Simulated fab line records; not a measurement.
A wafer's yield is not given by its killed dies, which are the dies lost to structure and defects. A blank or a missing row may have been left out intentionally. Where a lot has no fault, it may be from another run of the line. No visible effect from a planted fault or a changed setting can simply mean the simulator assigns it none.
Tool commonality check / flow sky130 / 14 lots and 42 wafers in the sample

## THE REASON FOR OPENING IT
2 of 14 lots carry a flag on the reading POLY_GATE_TW at SKY_RES_PROTECT_TW_MEAS_08. Fault-free wafers read 4034, with a standard deviation of 18.
Rule: a lot is flagged in two cases, either no wafer of it has a number, or all its wafers with numbers fall more than 4 standard deviations from that mean. The other lots count as sound.

lot=L101; measured=day 15 01:22; on=film-metro-01; POLY_GATE_TW, wafer by wafer=4061 4057 4054; flag=
lot=L103; measured=day 15 15:27; on=film-metro-01; POLY_GATE_TW, wafer by wafer=4040 4037 4024; flag=
lot=L108; measured=day 18 05:27; on=film-metro-02; POLY_GATE_TW, wafer by wafer=4043 4033 4040; flag=
lot=L107; measured=day 18 07:09; on=film-metro-02; POLY_GATE_TW, wafer by wafer=30 30 30; flag=FLAGGED
lot=L112; measured=day 19 09:38; on=film-metro-02; POLY_GATE_TW, wafer by wafer=4022 4041 4054; flag=
lot=L113; measured=day 19 13:09; on=film-metro-01; POLY_GATE_TW, wafer by wafer=30 30 30; flag=FLAGGED
lot=L114; measured=day 19 17:37; on=film-metro-01; POLY_GATE_TW, wafer by wafer=3975 3995 3997; flag=
lot=L116; measured=day 21 17:34; on=film-metro-01; POLY_GATE_TW, wafer by wafer=4005 4008 4011; flag=
lot=L119; measured=day 22 05:31; on=film-metro-01; POLY_GATE_TW, wafer by wafer=4025 4031 4037; flag=
lot=L117; measured=day 22 05:48; on=film-metro-04; POLY_GATE_TW, wafer by wafer=4025 4027 4037; flag=
lot=L120; measured=day 22 22:37; on=film-metro-01; POLY_GATE_TW, wafer by wafer=4049 4033 4031; flag=
lot=L122; measured=day 23 11:32; on=film-metro-01; POLY_GATE_TW, wafer by wafer=4033 4043 4040; flag=
lot=L123; measured=day 23 12:40; on=film-metro-04; POLY_GATE_TW, wafer by wafer=4034 4043 4047; flag=
lot=L124; measured=day 23 22:43; on=film-metro-01; POLY_GATE_TW, wafer by wafer=4047 4032 4021; flag=
Averaged over the flagged lots the numbers come to 30, -4004 from the usual (-99 or more standard deviations).

## TOOL THAT RAN EACH LOT
The record keeps 1 process step preceding the reading, out of 708 steps on the route. Each cell gives the tool, then ch followed by the chambers the sampled wafers passed through, then the start.
lot=L101; flag=; SKY_RES_PROTECT_DEVELOP_06=litho-track-01 ch 0, day 15 00:59
lot=L103; flag=; SKY_RES_PROTECT_DEVELOP_06=litho-track-02 ch 0, day 15 15:03
lot=L108; flag=; SKY_RES_PROTECT_DEVELOP_06=litho-track-02 ch 0, day 18 05:03
lot=L107; flag=FLAGGED; SKY_RES_PROTECT_DEVELOP_06=litho-track-02 ch 0, day 18 06:45
lot=L112; flag=; SKY_RES_PROTECT_DEVELOP_06=litho-track-01 ch 0, day 19 09:17
lot=L113; flag=FLAGGED; SKY_RES_PROTECT_DEVELOP_06=litho-track-02 ch 0, day 19 12:45
lot=L114; flag=; SKY_RES_PROTECT_DEVELOP_06=litho-track-01 ch 0, day 19 17:14
lot=L116; flag=; SKY_RES_PROTECT_DEVELOP_06=litho-track-01 ch 0, day 21 17:11
lot=L119; flag=; SKY_RES_PROTECT_DEVELOP_06=litho-track-02 ch 0, day 22 05:09
lot=L117; flag=; SKY_RES_PROTECT_DEVELOP_06=litho-track-02 ch 0, day 22 05:24
lot=L120; flag=; SKY_RES_PROTECT_DEVELOP_06=litho-track-01 ch 0, day 22 22:14
lot=L122; flag=; SKY_RES_PROTECT_DEVELOP_06=litho-track-04 ch 0, day 23 11:10
lot=L123; flag=; SKY_RES_PROTECT_DEVELOP_06=litho-track-01 ch 0, day 23 12:16
lot=L124; flag=; SKY_RES_PROTECT_DEVELOP_06=litho-track-04 ch 0, day 23 22:19
What the steps here do:
- SKY_RES_PROTECT_DEVELOP_06: develop time 60 s.
- SKY_RES_PROTECT_TW_MEAS_08

## FLAGGED AGAINST TOTAL, ONE TOOL AT A TIME (gauges that did the reading follow at the end)
step=SKY_RES_PROTECT_DEVELOP_06; tool=litho-track-01; lots run=6; flagged=0; share of the flagged lots=none; sound lots run after its first flagged lot=-
step=SKY_RES_PROTECT_DEVELOP_06; tool=litho-track-02; lots run=6; flagged=2; share of the flagged lots=all; sound lots run after its first flagged lot=2 (L119,L117)
step=SKY_RES_PROTECT_DEVELOP_06; tool=litho-track-04; lots run=2; flagged=0; share of the flagged lots=none; sound lots run after its first flagged lot=-
step=SKY_RES_PROTECT_TW_MEAS_08; tool=film-metro-01; lots run=9; flagged=1; share of the flagged lots=some; sound lots run after its first flagged lot=6 (L114,L116,L119,L120,L122,L124)
step=SKY_RES_PROTECT_TW_MEAS_08; tool=film-metro-02; lots run=3; flagged=1; share of the flagged lots=some; sound lots run after its first flagged lot=1 (L112)
step=SKY_RES_PROTECT_TW_MEAS_08; tool=film-metro-04; lots run=2; flagged=0; share of the flagged lots=none; sound lots run after its first flagged lot=-

## WHAT IS ALLOWED BY THE TABLE
Rows of the table that ran each flagged lot: 1, that is litho-track-02 at SKY_RES_PROTECT_DEVELOP_06.
- litho-track-02 at SKY_RES_PROTECT_DEVELOP_06 ran 6 lots, 2 of them flagged. Sound lots ran on it after the first flagged one (L119, L117), which a lasting fault on the whole tool wouldn't allow.
Every row of the table either missed a flagged lot or ran a sound lot after the first.

## WHAT THE SIMULATOR HAD INSERTED
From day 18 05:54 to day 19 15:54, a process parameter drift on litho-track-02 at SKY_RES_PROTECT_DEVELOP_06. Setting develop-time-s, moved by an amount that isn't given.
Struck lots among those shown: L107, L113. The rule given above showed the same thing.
